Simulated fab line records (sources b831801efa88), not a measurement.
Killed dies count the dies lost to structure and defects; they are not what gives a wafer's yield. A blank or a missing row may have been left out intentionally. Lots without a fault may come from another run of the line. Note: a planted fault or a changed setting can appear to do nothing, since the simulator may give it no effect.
Comparing a struck lot with a sound one | flow sky130 | 15 out of 708 route steps
Sound: these wafers, L966.2, L966.4, L966.5. Wafers struck: L979.2, L979.4, L979.5. At the end, the cause is stated.
Per side, at each step with rows, come the tool, then ch with its chambers, and then its first start. Under that, the readings that differ: sound wafers | struck wafers | difference of the means | sigmas: that difference in standard deviations of wafers without a fault.
alike: same words and numbers on both sides, and readings whose means sit less than 2 such deviations apart. not compared: any withheld reading, any reading some wafer has no value for, any bound like >300 that may hide the same value, and any number with overlapping values for which the record gives no deviation.
Wherever a step has rows on one side only, a row that says differs or no value, or a row with sigmas, the two part there. Numbers that don't overlap but have no deviation are shown without sigmas and don't part them. Lack of a reading on every wafer of one side parts them only where that side has two or more wafers.

first, 2 steps without rows for these wafers: SKY_VT_ADJUST_LVTN_PEB_05; SKY_VT_ADJUST_LVTN_DEVELOP_06 (develop time 60 s).
SKY_VT_ADJUST_LVTN_OVL_MEAS_07:
  sound on overlay-02, day 6 22:07; struck on overlay-01, day 10 15:25
  alike: VT_ADJUST_LVTN_OVL
following that, these wafers have no rows for 1 step: SKY_VT_ADJUST_LVTN_IMPLANT_08.
SKY_VT_ADJUST_LVTN_STRIP_09: strips in O2/N2.
  sound on plasmaAsher-02 ch 0,1, day 6 22:17; struck on plasmaAsher-01 ch 0,1, day 10 15:35
reading                  | sound             | struck            | difference | sigmas
stripTimeToEndpointS (s) | 36.87 36.80 36.87 | 37.04 37.07 37.14 | +0.24      | +2
  alike: drypumpMotorCurrentA, oesProductAu
  not compared: rfHoursCounterH
SKY_VT_ADJUST_LVTN_TW_MEAS_10:
  sound on filmMetro-02, day 6 22:24; struck on filmMetro-03, day 10 15:42
  alike: VT_ADJUST_LVTN_TW
then, 6 steps without rows for these wafers: SKY_VT_ADJUST_LVTN_DEHYDRATE_11 (time 60 s); SKY_VT_ADJUST_LVTN_HMDS_12 (prime time 60 s); SKY_VT_ADJUST_LVTN_COAT_13 (resist thk 1140 nm); SKY_VT_ADJUST_LVTN_SOFTBAKE_14 (time 60 s); SKY_VT_ADJUST_LVTN_EXPOSE_15 (exposes mask HVN STD DERIVED, target cd 600 nm); SKY_VT_ADJUST_LVTN_PEB_16.
SKY_VT_ADJUST_LVTN_DEVELOP_17: develop time 60 s.
  sound on lithoTrack-03 ch 0, day 7 17:42; struck on lithoTrack-03 ch 0, day 11 15:02
reading            | sound             | struck            | difference | sigmas
developerTempC (C) | 23.12 23.00 23.11 | 25.20 25.44 25.47 | +2.29      | +21
  alike: resistLineTempC
SKY_VT_ADJUST_LVTN_OVL_MEAS_18:
  sound on overlay-01, day 7 17:50; struck on overlay-02, day 11 15:11
  alike: VT_ADJUST_LVTN_01_OVL
SKY_PAD_OPEN_PROBE_99:
  rows exist in the record for the sound wafers here (prober-01, day 45 17:19), none for the struck ones

## WHERE THEY PART
First at SKY_VT_ADJUST_LVTN_STRIP_09; last, within this record, at SKY_PAD_OPEN_PROBE_99.

WHY: what the simulator had put in
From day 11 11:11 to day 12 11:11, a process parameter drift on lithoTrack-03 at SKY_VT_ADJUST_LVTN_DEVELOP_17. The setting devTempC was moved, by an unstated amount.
